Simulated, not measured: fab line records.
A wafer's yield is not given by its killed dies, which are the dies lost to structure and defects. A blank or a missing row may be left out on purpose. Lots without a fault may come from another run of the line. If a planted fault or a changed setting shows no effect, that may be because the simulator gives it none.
One fault through the eyes of 2 desks	flow sky130	what lay behind the numbers comes last; until then each desk has only its own

## TOOL OWNER'S DESK, litho track-02
The tool's own readings at SKY_RES_PROTECT_SOFTBAKE_03 (time 60 s): means of the sampled wafers that have a number, for each lot that ran on this tool. A lot is out of limits, marked OUT, if its mean lies more than 4 standard deviations from the usual mean; the brackets give that distance.
Columns: A = heater power total W at SKY_RES_PROTECT_SOFTBAKE_03, usual 56.60 W; B = run length s at SKY_RES_PROTECT_SOFTBAKE_03, usual 88.99 s
lot	first seen here	A	B
L288	day 14 11:56	56.62	88.93
L289	day 14 22:33	56.63	88.99
L291	day 15 09:20	56.55	89.15
L292	day 15 22:47	56.61	89.04
L298	day 18 07:45	57.74 (+27) OUT	85.90 (-26) OUT
L300	day 19 02:36	57.77 (+28) OUT	85.78 (-27) OUT
L301	day 19 12:20	57.72 (+27) OUT	85.77 (-27) OUT
This desk's finding: out of limits on L298, L300, L301; first on L298, day 18 07:45 (heater power total W at SKY_RES_PROTECT_SOFTBAKE_03). L288, L289, L291, L292: within limits.

## METROLOGY DESK
What the gauges read, lot by lot, whatever tool the lot ran on: means of the sampled wafers that have a number. A lot is out of limits, marked OUT, if its mean lies more than 4 standard deviations from the usual mean; the brackets give that distance.
Columns: A = VT_ADJUST_LVTN_OVL at SKY_VT_ADJUST_LVTN_OVL_MEAS_07, usual -0.1 nm; B = VT_ADJUST_HVTR_OVL at SKY_VT_ADJUST_HVTR_OVL_MEAS_08, usual 0.5 nm; C = LDD_P_OVL at SKY_LDD_P_OVL_MEAS_08, usual -1.0 nm
lot	first seen here	A	B	C
L288	day 6 21:22	2.6	-1.7	-3.5
L289	day 7 04:15	0.5	-0.3	0.7
L290	day 7 08:52	-0.3	0.1	-3.2
L291	day 7 13:07	0.2	-0.5	-1.6
L292	day 8 00:56	0.8	0.6	-1.4
L298	day 9 18:03	-0.9	-1.4	0.5
L300	day 10 09:06	-1.7	-0.6	1.2
L301	day 10 19:10	-1.1	0.1	-1.1
L302	day 10 20:12	2.3	0.9	-1.6
L303	day 11 01:52	1.0	2.9	0.6
L304	day 11 09:43	0.8	-0.6	-0.6
L306	day 11 18:42	-0.6	1.5	1.2
L309	day 12 12:01	-0.7	0.4	-0.7
L310	day 12 20:01	-2.3	-1.5	-0.6
L311	day 13 04:24	0.1	-0.4	-1.3
This desk's verdict: no lot among the 15 shows anything out of limits.

## TAKEN TOGETHER
On L298, L300, L301, at day 18 07:45, an alarm was possible from the tool owner's desk.
At the metrology desk, nothing out of limits was observed.
The metrology desk holds a record of L298, L300, L301, inside its limits.
Of the lots named, all ran SKY_RES_PROTECT_SOFTBAKE_03 on litho track-02.

## WHAT THE SIMULATOR PUT IN
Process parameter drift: litho track-02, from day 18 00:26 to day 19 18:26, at SKY_RES_PROTECT_SOFTBAKE_03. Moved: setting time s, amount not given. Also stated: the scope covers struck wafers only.
Shown lots that were struck: L298, L300, L301.
Hours from the fault's start to each desk's first reading out of limits: the tool owner's desk, 7.
